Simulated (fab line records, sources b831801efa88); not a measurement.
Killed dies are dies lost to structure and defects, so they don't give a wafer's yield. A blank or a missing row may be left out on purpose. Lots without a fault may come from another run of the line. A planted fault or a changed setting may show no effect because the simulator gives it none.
Which tool did it? | flow sky130 | 12 lots, 36 wafers sampled, at 1 step of a route of 708

WHAT THE GAUGES READ, wafer by wafer
SKY_VT_ADJUST_PCH_OVL_MEAS_07.
lot  | measured     | on         | VT_ADJUST_PCH_OVL (nm)
L075 | day 10 13:07 | overlay-02 | 0.2 1.2 1.0
L077 | day 11 05:25 | overlay-02 | -0.5 -0.8 -1.4
L079 | day 11 22:07 | overlay-01 | 0.9 0.7 0.4
L081 | day 12 16:28 | overlay-01 | 2.8 2.5 1.8
L083 | day 13 05:40 | overlay-02 | 1.8 -0.5 0.6
L085 | day 13 22:19 | overlay-02 | 0.1 -1.0 0.8
L087 | day 14 10:34 | overlay-01 | -1.6 -2.2 -0.6
L089 | day 15 01:28 | overlay-02 | 0.1 -0.8 -1.0
L091 | day 15 18:37 | overlay-02 | 0.5 -0.4 0.4
L093 | day 16 12:07 | overlay-02 | -0.5 2.7 2.5
L095 | day 17 02:00 | overlay-01 | 0.7 0.5 0.6
L097 | day 18 04:22 | overlay-02 | 1.1 -1.6 0.6

WHICH TOOL RAN EACH LOT (tool, then ch and the chambers of the sampled wafers, then the start)
The record holds no process step before these readings.

THE ANSWER, worked out from the rows above alone
Rule: what is usual is taken from the lots themselves. Put in order of their means at a reading, lots are off if they are a third of the lots or fewer, leave a main group of 4 or more, and stand apart from it by a gap of 3 or more times the standard deviation of the main group's means; of several such gaps the widest counts. A main group whose means are all the same, to the digits that the tables above print for the reading, isn't used. A lot without any number at a reading at which 4 lots or more have one is off too. The other lots that the step has rows for count as sound.
No lot is off at any reading shown: from this, nothing can be told.

WHAT THE SIMULATOR HAD PUT IN
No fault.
